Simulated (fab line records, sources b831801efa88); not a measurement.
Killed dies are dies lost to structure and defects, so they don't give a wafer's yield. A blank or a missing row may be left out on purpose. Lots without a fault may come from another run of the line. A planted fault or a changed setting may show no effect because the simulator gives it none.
fab line records | flow sky130
record lots=15 wafers=45 last_day=49
route steps=708 shown FIELD_ISO@24 NWELL@34
lots that met no fault: from a run of the same line without faults
start_h: hours from the record's first day to the start of the lot's first wafer shown | wait_h: hours since the lot's step before | " the same as in the row above | L1.1+2: a row that stands for several wafers | - no value, or no start given | * or withheld: withheld | < > ~ a bound
route shown NAME@n: a module of which the file shows steps, and the number in the route of the first | usual: mean/standard deviation of fault-free wafers | same: alike in all rows | chamber/n: place in a boat | sites: the reading at each site | _std_site: their standard deviation | _edge_site: outer sites' mean less inner sites' | radius_mm: how far each site lies from the wafer's centre | mask NAME#n: copy n | behind: the tool/chamber that last shaped the wafer | hold: why the lot was held/for how many hours/how that ended | device: the transistor (n, p or np) that didn't switch | end of line: the same wafers' tests at the end of the route | a step without rows: its recipe alone | killed: dies lost to structure and defects at the first sort, not the wafer's yield | map: a wafer's dies, x killed, . not, _ none there
set.NAME: the setting as run; set.NAME@STEP: as run at that earlier step | model.NAME: the simulator's own value behind a step, which no gauge read
steps of the route over a sample of lots; a table a step, a row a wafer
services: from which hour (start_h, from the record's first day; less than 0 if before it) a tool's chamber was out of use, for how many hours, and why
## steps
# step SKY_FIELD_ISO_THK_MEAS_23
# recipe reads=SiO2_of_FIELD_ISO_OXIDATION_22
# usual FIELD_ISO_OXIDATION_01_THK=9.89/0.2
# columns lot.wafer tool chamber start_h wait_h FIELD_ISO_OXIDATION_01_THK[nm]
L821.1 film_metro-01 - 35.44 0.0 10.01
L821.3 " - " " 9.89
L821.4 " - " " 10.09
L822.2 film_metro-02 - 41.13 0.0 10.26
L822.3 " - " " 10.13
L822.6 " - " " 10.14
L823.3 film_metro-01 - 46.51 0.0 9.66
L823.4 " - " " 9.68
L823.6 " - " " 9.71
L824.1 film_metro-01 - 53.03 0.0 9.61
L824.4 " - " " 9.76
L824.5 " - " " 9.96
L825.1 film_metro-01 - 60.26 0.0 10.05
L825.2 " - " " 10.15
L825.4 " - " " 9.96
L826.1 film_metro-03 - 63.62 0.0 9.64
L826.4 " - " " 9.68
L826.5 " - " " 9.68
L827.1 film_metro-03 - 70.97 0.0 10.14
L827.4 " - " " 10.27
L827.5 " - " " 10.16
L828.2 film_metro-01 - 74.75 0.0 9.70
L828.4 " - " " 10.01
L828.6 " - " " 9.88
L835.3 film_metro-03 - 108.82 0.0 10.09
L835.4 " - " " 10.16
L835.6 " - " " 10.17
L836.2 film_metro-03 - 115.69 0.0 9.73
L836.3 " - " " 9.90
L836.6 " - " " 9.85
L837.1 film_metro-01 - 119.86 0.0 9.69
L837.2 " - " " 9.92
L837.4 " - " " 9.79
L838.1 film_metro-03 - 123.89 0.0 10.29
L838.3 " - " " 10.27
L838.5 " - " " 10.17
L839.2 film_metro-02 - 130.16 0.0 9.84
L839.3 " - " " 9.93
L839.5 " - " " 9.71
L840.1 film_metro-01 - 138.67 0.0 10.17
L840.2 " - " " 10.21
L840.6 " - " " 10.29
L841.2 film_metro-01 - 141.08 0.0 9.84
L841.3 " - " " 9.94
L841.6 " - " " 9.79
# step SKY_FIELD_ISO_CMP_27
# recipe stop_on=Si3N4 t_overpolish_s=16 down_force_psi=4 platen_rpm=60 target_thk_nm=457.8 pad_velocity_m_s=0.94248
# usual motor_current_A=11.9/1.1 overpolish_run_s=15.999/0.0098 time_to_endpoint_s=109/4.5
# columns lot.wafer tool chamber start_h wait_h motor_current_A overpolish_run_s time_to_endpoint_s
L821.1 cmp-02 0 38.29 0.0 11.6 15.987 109
L821.4 " 2 " " 13.3 16.000 109
L821.3 " 3 " " 11.1 15.991 104
L822.3 cmp-02 0 43.91 0.0 12.3 16.005 111
L822.2 " 3 " " 11.0 15.991 100
L822.6 " 1 " " 9.8 16.000 112
L823.3 cmp-01 0 49.22 0.0 12.4 15.994 116
L823.4 " 1 " " 10.9 16.009 110
L823.6 " 1 " " 10.4 15.988 113
L824.1 cmp-01 3 56.21 0.1 12.1 15.980 106
L824.4 " 1 " " 10.6 15.998 110
L824.5 " 3 " " 12.8 15.987 103
L825.1 cmp-01 1 63.15 0.1 10.7 16.006 107
L825.4 " 2 " " 13.2 16.014 108
L825.2 " 3 " " 12.0 16.002 105
L826.1 cmp-01 3 67.95 0.1 12.6 16.002 106
L826.4 " 1 " " 11.3 15.997 107
L826.5 " 3 " " 12.8 16.009 101
L827.4 cmp-01 3 75.39 0.0 13.1 16.012 107
L827.1 " 2 " " 13.1 15.980 107
L827.5 " 3 " " 12.0 15.960 107
L828.2 cmp-01 2 79.07 0.2 13.0 16.010 109
L828.4 " 3 " " 12.6 16.002 104
L828.6 " 0 " " 12.8 16.016 112
L835.3 cmp-01 2 111.68 0.0 12.3 15.987 110
L835.4 " 1 " " 10.7 16.000 112
L835.6 " 2 " " 13.2 15.994 107
L836.3 cmp-02 0 118.69 0.0 11.8 15.998 113
L836.2 " 3 " " 11.3 15.988 113
L836.6 " 1 " " 9.8 16.001 116
L837.2 cmp-01 3 122.50 0.0 12.7 15.986 110
L837.4 " 1 " " 10.9 15.985 109
L837.1 " 2 " " 13.0 15.993 114
L838.1 cmp-01 3 128.75 3.2 12.0 15.993 109
L838.3 " 0 " " 13.0 15.991 114
L838.5 " 3 " " 12.4 16.023 109
L839.3 cmp-02 2 133.06 0.0 11.8 16.010 110
L839.2 " 1 " " 9.8 16.001 110
L839.5 " 3 " " 10.8 16.002 101
L840.2 cmp-02 0 140.57 0.2 11.7 16.000 103
L840.1 " 2 " " 13.2 16.007 108
L840.6 " 1 " " 10.2 15.992 112
L841.2 cmp-02 2 143.47 0.1 13.2 16.038 104
L841.3 " 3 " " 11.3 15.995 102
L841.6 " 1 " " 10.0 15.989 110
# step SKY_NWELL_THK_MEAS_02
# recipe reads=SiO2_of_NWELL_OXIDATION_01
# usual NWELL_OXIDATION_THK=9.91/0.19
# columns lot.wafer tool chamber start_h wait_h NWELL_OXIDATION_THK[nm]
L821.1 film_metro-03 - 40.90 0.0 9.74
L821.3 " - " " 9.77
L821.4 " - " " 9.58
L822.2 film_metro-03 - 46.22 0.0 9.92
L822.3 " - " " 9.97
L822.6 " - " " 9.93
L823.3 film_metro-02 - 51.88 0.0 9.57
L823.4 " - " " 9.61
L823.6 " - " " 9.77
L824.1 film_metro-02 - 59.68 0.0 9.71
L824.4 " - " " 9.56
L824.5 " - " " 9.67
L825.1 film_metro-04 - 69.29 0.0 9.67
L825.2 " - " " 9.70
L825.4 " - " " 9.81
L826.1 film_metro-03 - 73.57 0.0 9.67
L826.4 " - " " 9.52
L826.5 " - " " 9.55
L827.1 film_metro-02 - 81.19 0.0 10.12
L827.4 " - " " 10.27
L827.5 " - " " 10.13
L828.2 film_metro-02 - 82.93 0.0 9.75
L828.4 " - " " 9.76
L828.6 " - " " 9.75
L835.3 film_metro-03 - 114.52 0.0 10.05
L835.4 " - " " 10.11
L835.6 " - " " 9.86
L836.2 film_metro-04 - 121.01 0.0 9.84
L836.3 " - " " 9.95
L836.6 " - " " 9.99
L837.1 film_metro-03 - 124.81 0.0 10.07
L837.2 " - " " 9.74
L837.4 " - " " 9.74
L838.1 film_metro-04 - 131.56 0.0 9.86
L838.3 " - " " 9.83
L838.5 " - " " 10.06
L839.2 film_metro-02 - 135.82 0.0 10.38
L839.3 " - " " 10.24
L839.5 " - " " 10.16
L840.1 film_metro-02 - 144.00 0.0 9.90
L840.2 " - " " 10.07
L840.6 " - " " 9.99
L841.2 film_metro-04 - 146.19 0.0 10.12
L841.3 " - " " 10.27
L841.6 " - " " 10.10
# step SKY_NWELL_IMPLANT_13
# recipe species=P energy_kev=50 dose_cm2=7e+11 tilt_deg=withheld
# usual beam_energy_keV=50.001/0.015 beam_on_s=9.95/0.22
# columns lot.wafer tool chamber start_h wait_h beam_energy_keV beam_on_s
L821.1 implanter-03 0 88.47 0.1 49.980 9.78
L821.3 " 0 " " 50.001 10.02
L821.4 " 0 " " 49.970 10.27
L822.2 implanter-01 0 94.30 0.1 49.983 10.32
L822.3 " 0 " " 49.989 9.79
L822.6 " 0 " " 49.976 10.22
L823.3 implanter-02 0 100.47 0.1 49.995 9.87
L823.4 " 0 " " 50.021 10.10
L823.6 " 0 " " 50.006 9.98
L824.1 implanter-01 0 108.97 0.1 49.987 9.94
L824.4 " 0 " " 49.974 9.91
L824.5 " 0 " " 49.983 9.90
L825.1 implanter-01 - 120.07 0.1 - -
L825.2 " - " " - -
L825.4 " - " " - -
L826.1 implanter-01 - 124.77 0.1 - -
L826.4 " - " " - -
L826.5 " - " " - -
L827.1 implanter-02 - 133.92 0.1 - -
L827.4 " - " " - -
L827.5 " - " " - -
L828.2 implanter-02 0 136.20 0.1 49.988 9.72
L828.4 " 0 " " 49.979 9.98
L828.6 " 0 " " 49.991 9.73
L835.3 implanter-03 0 172.12 0.1 49.989 10.22
L835.4 " 0 " " 49.986 9.99
L835.6 " 0 " " 50.016 9.83
L836.2 implanter-02 0 177.70 0.1 50.017 10.13
L836.3 " 0 " " 50.015 9.64
L836.6 " 0 " " 50.010 10.34
L837.1 implanter-01 0 184.07 0.1 49.994 10.29
L837.2 " 0 " " 50.002 9.85
L837.4 " 0 " " 50.010 10.01
L838.1 implanter-03 0 190.37 0.1 50.018 10.15
L838.3 " 0 " " 49.999 9.43
L838.5 " 0 " " 50.029 9.78
L839.2 implanter-03 0 197.45 0.1 49.969 9.98
L839.3 " 0 " " 50.008 9.95
L839.5 " 0 " " 49.992 9.99
L840.1 implanter-01 0 206.62 0.1 50.019 10.03
L840.2 " 0 " " 50.019 10.08
L840.6 " 0 " " 50.016 9.70
L841.2 implanter-01 0 208.49 0.1 50.005 10.18
L841.3 " 0 " " 50.027 9.43
L841.6 " 0 " " 49.995 10.02
# step SKY_NWELL_RS_MEAS_29
# recipe thk_meas_gauge=four-point-probe
# usual NWELL_RS=624.8/1.9
# columns lot.wafer tool chamber start_h wait_h NWELL_RS[ohm/sq]
L821.1 film_metro-03 - 106.74 0.1 623.9
L821.3 " - " " 623.8
L821.4 " - " " 624.0
L822.2 film_metro-04 - 112.10 0.1 624.7
L822.3 " - " " 624.9
L822.6 " - " " 625.8
L823.3 film_metro-02 - 118.62 0.1 628.1
L823.4 " - " " 628.2
L823.6 " - " " 627.9
L824.1 film_metro-04 - 127.23 0.1 624.1
L824.4 " - " " 622.2
L824.5 " - " " 624.3
L825.1 film_metro-02 - 139.08 0.1 653.0
L825.2 " - " " 651.5
L825.4 " - " " 651.5
L826.1 film_metro-04 - 143.58 0.1 647.4
L826.4 " - " " 648.6
L826.5 " - " " 646.0
L827.1 film_metro-03 - 153.23 0.1 651.6
L827.4 " - " " 653.4
L827.5 " - " " 651.7
L828.2 film_metro-02 - 156.16 0.1 627.3
L828.4 " - " " 626.3
L828.6 " - " " 627.7
L835.3 film_metro-02 - 193.47 0.1 625.4
L835.4 " - " " 623.7
L835.6 " - " " 624.0
L836.2 film_metro-03 - 200.10 0.1 624.9
L836.3 " - " " 623.0
L836.6 " - " " 624.4
L837.1 film_metro-03 - 206.03 0.1 624.4
L837.2 " - " " 622.3
L837.4 " - " " 622.6
L838.1 film_metro-04 - 212.38 0.1 627.1
L838.3 " - " " 625.2
L838.5 " - " " 624.8
L839.2 film_metro-02 - 219.96 0.1 626.4
L839.3 " - " " 626.4
L839.5 " - " " 626.2
L840.1 film_metro-04 - 229.38 0.1 621.9
L840.2 " - " " 624.3
L840.6 " - " " 621.8
L841.2 film_metro-03 - 230.90 0.1 623.9
L841.3 " - " " 624.4
L841.6 " - " " 623.8
## services
# columns tool chamber start_h hours kind
implanter-03 - 26.83 1.2 repair
implanter-01 - 29.35 1.9 repair
implanter-01 - 42.04 3.6 pm
cmp-02 - 44.21 4.0 pm
implanter-01 - 48.55 31.7 pm
cmp-02 - 61.98 3.2 repair
cmp-02 - 65.19 4.0 pm
cmp-02 - 69.19 - consumable_replace:conditioner
implanter-01 - 80.26 5.9 pm
implanter-02 - 82.76 2.2 repair
cmp-02 - 92.26 7.0 pm
implanter-02 - 92.35 0.8 repair
cmp-01 - 97.17 6.4 repair
implanter-01 - 110.96 0.5 repair
cmp-02 - 121.19 11.0 pm
cmp-01 - 124.22 4.2 repair
cmp-01 - 133.10 8.2 pm
cmp-01 - 141.30 6.4 pm
implanter-01 - 145.92 0.5 repair
cmp-01 - 162.31 2.2 repair
implanter-03 - 173.05 1.2 repair
cmp-01 - 178.53 2.2 repair
implanter-03 - 179.59 3.1 repair
implanter-03 - 207.11 2.7 repair
## key
first_sign step=SKY_NWELL_IMPLANT_13 reading=tool_record direction=missing
effect step=SKY_NWELL_RS_MEAS_29 reading=NWELL_RS direction=up sigmas=14 usual=624.8 struck=650.5
met_at SKY_NWELL_IMPLANT_13
struck_lots L825,L826,L827
later_rows_left_out L825.1,L825.2,L825.4,L826.1,L826.4,L826.5,L827.1,L827.4,L827.5
sort_left_out L825.1,L825.2,L825.4,L826.1,L826.4,L826.5,L827.1,L827.4,L827.5
tester_left_out L825,L826,L827
not_acting_at SKY_FIELD_ISO_THK_MEAS_23,SKY_FIELD_ISO_CMP_27,SKY_NWELL_THK_MEAS_02
onset_between 108.97 120.07
fault kind=skipped_step_whole tool=implanter-01,implanter-02 chamber=- onset_h=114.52 steps=SKY_NWELL_IMPLANT_13 scope=struck_lots_only
# tester_left_out: of these lots the tester's yield and bins aren't shown, on N5 and GAA mostly nor the transistor test; their killed dies are dies lost to structure and defects alone, not to doping, threshold or leakage, so they don't give the yield
# sort_left_out: the simulated sort isn't trusted on such a fault, so these wafers' sort isn't shown, and their yield isn't known
# later_rows_left_out: the simulator's readings of these wafers behind a module that went badly wrong aren't trusted and aren't shown, but for the sort
